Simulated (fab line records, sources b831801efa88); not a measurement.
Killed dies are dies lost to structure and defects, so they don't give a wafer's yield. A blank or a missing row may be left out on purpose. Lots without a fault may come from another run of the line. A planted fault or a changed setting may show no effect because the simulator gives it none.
Which tool did it? | flow sky130 | 24 lots, 72 wafers sampled, at 5 steps of a route of 708

WHAT THE GAUGES READ, wafer by wafer
SKY_LDD_P_TW_MEAS_11. Usual: LDD_P_TW 637, standard deviation 3.8.
lot  | measured     | on            | LDD_P_TW    | flag
L074 | day 19 05:55 | film_metro-01 | 638 638 641 |
L075 | day 19 14:53 | film_metro-01 | 638 640 641 |
L076 | day 19 23:13 | film_metro-02 | 635 637 638 |
L077 | day 20 15:33 | film_metro-02 | 633 633 632 |
L078 | day 21 13:19 | film_metro-01 | 638 638 641 |
L079 | day 21 12:10 | film_metro-03 | 639 645 642 |
L080 | day 21 12:25 | film_metro-02 | 632 633 630 |
L081 | day 21 19:10 | film_metro-02 | 631 629 630 |
L082 | day 22 14:28 | film_metro-03 | 640 639 637 |
L083 | day 22 16:19 | film_metro-01 | 635 638 637 |
L084 | day 23 07:22 | film_metro-03 | 638 642 641 |
L085 | day 23 07:13 | film_metro-01 | 634 634 637 |
L086 | day 23 12:46 | film_metro-03 | 640 637 638 |
L087 | day 23 22:47 | film_metro-01 | 634 634 636 |
L088 | day 24 08:06 | film_metro-02 | 632 633 637 |
L089 | day 24 18:13 | film_metro-02 | 637 632 635 |
L090 | day 25 04:19 | film_metro-02 | 635 637 634 |
L092 | day 25 21:29 | film_metro-03 | 638 644 640 |
L091 | day 25 23:49 | film_metro-02 | 635 635 637 |
L093 | day 26 05:40 | film_metro-02 | 633 633 636 |
L094 | day 26 13:22 | film_metro-01 | 638 636 640 |
L096 | day 27 02:15 | film_metro-03 | 645 648 644 |
L095 | day 27 06:40 | film_metro-01 | 641 640 641 |
L097 | day 27 21:15 | film_metro-02 | 632 633 633 |

SKY_CAPM_RS_MEAS_03: measures by four-point-probe. Usual: CAPM_TIN_RS 6.86 ohm/sq, standard deviation 0.083.
lot  | measured     | on            | CAPM_TIN_RS (ohm/sq) | flag
L074 | day 36 17:29 | film_metro-03 | 6.93 6.97 7.00       |
L075 | day 37 03:28 | film_metro-02 | 6.74 6.73 6.72       |
L076 | day 37 08:00 | film_metro-03 | 6.78 6.87 6.82       |
L077 | day 37 22:25 | film_metro-01 | 6.86 6.84 6.83       |
L078 | day 38 18:46 | film_metro-02 | 6.83 6.85 6.82       |
L079 | day 38 17:32 | film_metro-01 | 6.75 6.79 6.75       |
L080 | day 38 18:32 | film_metro-01 | 6.82 6.88 6.83       |
L081 | day 38 21:19 | film_metro-01 | 6.75 6.76 6.82       |
L082 | day 39 16:10 | film_metro-01 | 6.81 6.83 6.76       |
L083 | day 39 18:53 | film_metro-02 | 7.07 7.03 7.08       |
L084 | day 40 05:41 | film_metro-02 | 6.88 6.84 6.87       |
L085 | day 39 23:54 | film_metro-03 | 6.97 6.90 6.89       |
L086 | day 40 09:56 | film_metro-01 | 6.88 6.88 6.89       |
L087 | day 40 19:39 | film_metro-01 | 6.98 6.95 7.03       |
L088 | day 41 00:41 | film_metro-02 | 6.91 6.92 6.87       |
L089 | day 41 09:47 | film_metro-02 | 6.87 6.89 6.91       |
L090 | day 41 16:26 | film_metro-01 | 6.89 6.88 6.95       |
L092 | day 42 05:47 | film_metro-02 | 6.87 6.94 6.95       |
L091 | day 42 11:16 | film_metro-03 | 6.79 6.79 6.76       |
L093 | day 42 12:17 | film_metro-01 | 6.79 6.82 6.78       |
L094 | day 42 20:08 | film_metro-01 | 6.80 6.86 6.80       |
L096 | day 43 03:17 | film_metro-01 | 6.97 6.97 6.99       |
L095 | day 43 08:38 | film_metro-01 | 6.69 6.68 6.72       |
L097 | day 43 21:37 | film_metro-02 | 6.83 6.86 6.81       |

SKY_VIA3_THK_MEAS_01. Usual: VIA3_HDPCVD_THK 1634 nm, standard deviation 20.
lot  | measured     | on            | VIA3_HDPCVD_THK (nm) | flag
L074 | day 38 23:31 | film_metro-01 | 1665 1611 1620       |
L075 | day 39 08:28 | film_metro-01 | 1633 1619 1647       |
L076 | day 39 12:42 | film_metro-01 | 1633 1629 1618       |
L077 | day 40 02:41 | film_metro-01 | 1660 1648 1629       |
L078 | day 40 22:08 | film_metro-01 | 1610 1628 1606       |
L079 | day 40 20:24 | film_metro-04 | 1631 1665 1628       |
L080 | day 40 21:47 | film_metro-01 | 1638 1603 1591       |
L081 | day 41 00:32 | film_metro-04 | 1612 1619 1607       |
L082 | day 41 18:42 | film_metro-04 | 1660 1665 1660       |
L083 | day 41 21:14 | film_metro-03 | 1612 1597 1622       |
L084 | day 42 08:41 | film_metro-03 | 1643 1625 1640       |
L085 | day 42 02:26 | film_metro-04 | 1603 1639 1615       |
L086 | day 42 12:27 | film_metro-04 | 1669 1644 1634       |
L087 | day 42 21:52 | film_metro-04 | 1619 1636 1659       |
L088 | day 43 02:16 | film_metro-01 | 1646 1632 1620       |
L089 | day 43 10:48 | film_metro-04 | 1637 1648 1646       |
L090 | day 43 17:22 | film_metro-03 | 1593 1624 1616       |
L092 | day 44 05:40 | film_metro-01 | 1590 1631 1605       |
L091 | day 44 11:38 | film_metro-03 | 1661 1602 1648       |
L093 | day 44 12:19 | film_metro-01 | 1626 1646 1653       |
L094 | day 44 20:10 | film_metro-04 | 1649 1664 1639       |
L096 | day 45 03:54 | film_metro-04 | 1641 1642 1644       |
L095 | day 45 07:59 | film_metro-04 | 1635 1643 1646       |
L097 | day 45 19:05 | film_metro-03 | 1630 1670 1656       |

WHICH TOOL RAN EACH LOT (tool, then ch and the chambers of the sampled wafers, then the start)
lot  | SKY_VT_ADJUST_PCH_STRIP_09           | SKY_METAL3_SPUTTER_02
L074 | plasma_asher-03 ch 0,1, day 10 15:53 | pvd_sputter-01, day 36 17:11
L075 | plasma_asher-01 ch 0,1, day 10 21:34 | pvd_sputter-03, day 37 03:08
L076 | plasma_asher-01 ch 1, day 11 05:59   | pvd_sputter-01, day 37 07:41
L077 | plasma_asher-01 ch 0,1, day 11 15:44 | pvd_sputter-01, day 37 22:07
L078 | plasma_asher-02 ch 0,1, day 11 20:17 | pvd_sputter-03, day 38 18:28
L079 | plasma_asher-02 ch 0,1, day 12 02:44 | pvd_sputter-03, day 38 17:14
L080 | plasma_asher-03 ch 0,1, day 12 08:41 | pvd_sputter-01, day 38 18:14
L081 | plasma_asher-02 ch 0,1, day 12 14:35 | pvd_sputter-03, day 38 21:02
L082 | plasma_asher-02 ch 0,1, day 13 06:32 | pvd_sputter-03, day 39 15:53
L083 | plasma_asher-01 ch 0,1, day 13 09:18 | pvd_sputter-02, day 39 18:35
L084 | plasma_asher-03 ch 0,1, day 13 18:47 | pvd_sputter-03, day 40 05:23
L085 | plasma_asher-03 ch 0,1, day 13 20:32 | pvd_sputter-03, day 39 23:35
L086 | plasma_asher-03 ch 0,1, day 14 02:50 | pvd_sputter-02, day 40 09:38
L087 | plasma_asher-03 ch 0,1, day 14 12:25 | pvd_sputter-02, day 40 19:18
L088 | plasma_asher-01 ch 0,1, day 14 21:17 | pvd_sputter-01, day 41 00:23
L089 | plasma_asher-01 ch 0,1, day 15 03:32 | pvd_sputter-03, day 41 09:29
L090 | plasma_asher-01 ch 0,1, day 15 12:44 | pvd_sputter-03, day 41 16:07
L092 | plasma_asher-03 ch 0,1, day 16 05:52 | pvd_sputter-02, day 42 05:27
L091 | plasma_asher-03 ch 0,1, day 16 07:05 | pvd_sputter-01, day 42 10:58
L093 | plasma_asher-01 ch 0,1, day 16 12:32 | pvd_sputter-02, day 42 11:59
L094 | plasma_asher-01 ch 0,1, day 16 22:26 | pvd_sputter-01, day 42 19:47
L096 | plasma_asher-02 ch 0,1, day 17 14:59 | pvd_sputter-02, day 43 02:59
L095 | plasma_asher-02 ch 0,1, day 17 15:26 | pvd_sputter-01, day 43 08:21
L097 | plasma_asher-01 ch 0,1, day 18 07:14 | pvd_sputter-02, day 43 21:19
- SKY_VT_ADJUST_PCH_STRIP_09: strips in O2/N2.
- SKY_METAL3_SPUTTER_02: material AlCu, target thk 735 nm, time 39.1 s.

WHAT THE TOOLS THEMSELVES READ (means of the sampled wafers that have a number; where no wafer has one, the mark that the record gives instead)
SKY_VT_ADJUST_PCH_STRIP_09. Usual: drypump_motor_current_A 6.0 A, standard deviation 0.39; oes_product_au 0.722 a.u., standard deviation 0.0043; strip_time_to_endpoint_s 36.91 s, standard deviation 0.11.
lot  | tool            | drypump_motor_current_A (A) | oes_product_au (a.u.) | strip_time_to_endpoint_s (s) | flag
L074 | plasma_asher-03 | 6.3                         | 0.724                 | 37.06                        |
L075 | plasma_asher-01 | 6.0                         | 0.723                 | 36.84                        |
L076 | plasma_asher-01 | 5.9                         | 0.724                 | 36.69                        |
L077 | plasma_asher-01 | 6.0                         | 0.722                 | 36.82                        |
L078 | plasma_asher-02 | 5.6                         | 0.722                 | 36.76                        |
L079 | plasma_asher-02 | 6.0                         | 0.725                 | 36.97                        |
L080 | plasma_asher-03 | 6.0                         | 0.722                 | 36.84                        |
L081 | plasma_asher-02 | 5.6                         | 0.722                 | 36.85                        |
L082 | plasma_asher-02 | 6.0                         | 0.723                 | 36.79                        |
L083 | plasma_asher-01 | 6.0                         | 0.720                 | 36.98                        |
L084 | plasma_asher-03 | 6.3                         | 0.724                 | 36.69                        |
L085 | plasma_asher-03 | 6.3                         | 0.721                 | 36.98                        |
L086 | plasma_asher-03 | 6.0                         | 0.723                 | 36.88                        |
L087 | plasma_asher-03 | 6.0                         | 0.720                 | 37.02                        |
L088 | plasma_asher-01 | 6.1                         | 0.721                 | 36.87                        |
L089 | plasma_asher-01 | 6.0                         | 0.723                 | 36.98                        |
L090 | plasma_asher-01 | 6.0                         | 0.716                 | 36.96                        |
L092 | plasma_asher-03 | 6.0                         | 0.725                 | 36.91                        |
L091 | plasma_asher-03 | 6.3                         | 0.722                 | 36.91                        |
L093 | plasma_asher-01 | 6.0                         | 0.721                 | 36.92                        |
L094 | plasma_asher-01 | 6.1                         | 0.724                 | 36.95                        |
L096 | plasma_asher-02 | 6.0                         | 0.726                 | 37.01                        |
L095 | plasma_asher-02 | 6.0                         | 0.724                 | 36.98                        |
L097 | plasma_asher-01 | 6.0                         | 0.722                 | 36.93                        |

SKY_METAL3_SPUTTER_02. Usual: throttle_valve_pct 29.9 %, standard deviation 1.
lot  | tool           | throttle_valve_pct (%) | flag
L074 | pvd_sputter-01 | 30.0                   |
L075 | pvd_sputter-03 | 29.6                   |
L076 | pvd_sputter-01 | 30.0                   |
L077 | pvd_sputter-01 | 29.9                   |
L078 | pvd_sputter-03 | 30.0                   |
L079 | pvd_sputter-03 | 30.0                   |
L080 | pvd_sputter-01 | 29.9                   |
L081 | pvd_sputter-03 | 29.9                   |
L082 | pvd_sputter-03 | 29.6                   |
L083 | pvd_sputter-02 | 29.9                   |
L084 | pvd_sputter-03 | 30.4                   |
L085 | pvd_sputter-03 | 29.1                   |
L086 | pvd_sputter-02 | 28.0                   |
L087 | pvd_sputter-02 | 30.8                   |
L088 | pvd_sputter-01 | 30.2                   |
L089 | pvd_sputter-03 | 30.9                   |
L090 | pvd_sputter-03 | 29.6                   |
L092 | pvd_sputter-02 | 30.0                   |
L091 | pvd_sputter-01 | 29.8                   |
L093 | pvd_sputter-02 | 29.4                   |
L094 | pvd_sputter-01 | 29.8                   |
L096 | pvd_sputter-02 | 29.9                   |
L095 | pvd_sputter-01 | 30.2                   |
L097 | pvd_sputter-02 | 29.8                   |

THE ANSWER, worked out from the rows above alone
Rule: a lot is off if the mean of its wafers that have a number lies more than 3 standard deviations from the usual mean. A lot without any number at a reading at which 4 lots or more have one is off too. The other lots that the step has rows for count as sound. The gauges are gone through in route order, then the tools' own readings, and for those a lot's mean is taken as printed above. The first step at which some lot is off is used, and at that step the reading that is off furthest; a lot without a number counts as furthest.
No lot is off at any reading shown: from this, nothing can be told.

WHAT THE SIMULATOR HAD PUT IN
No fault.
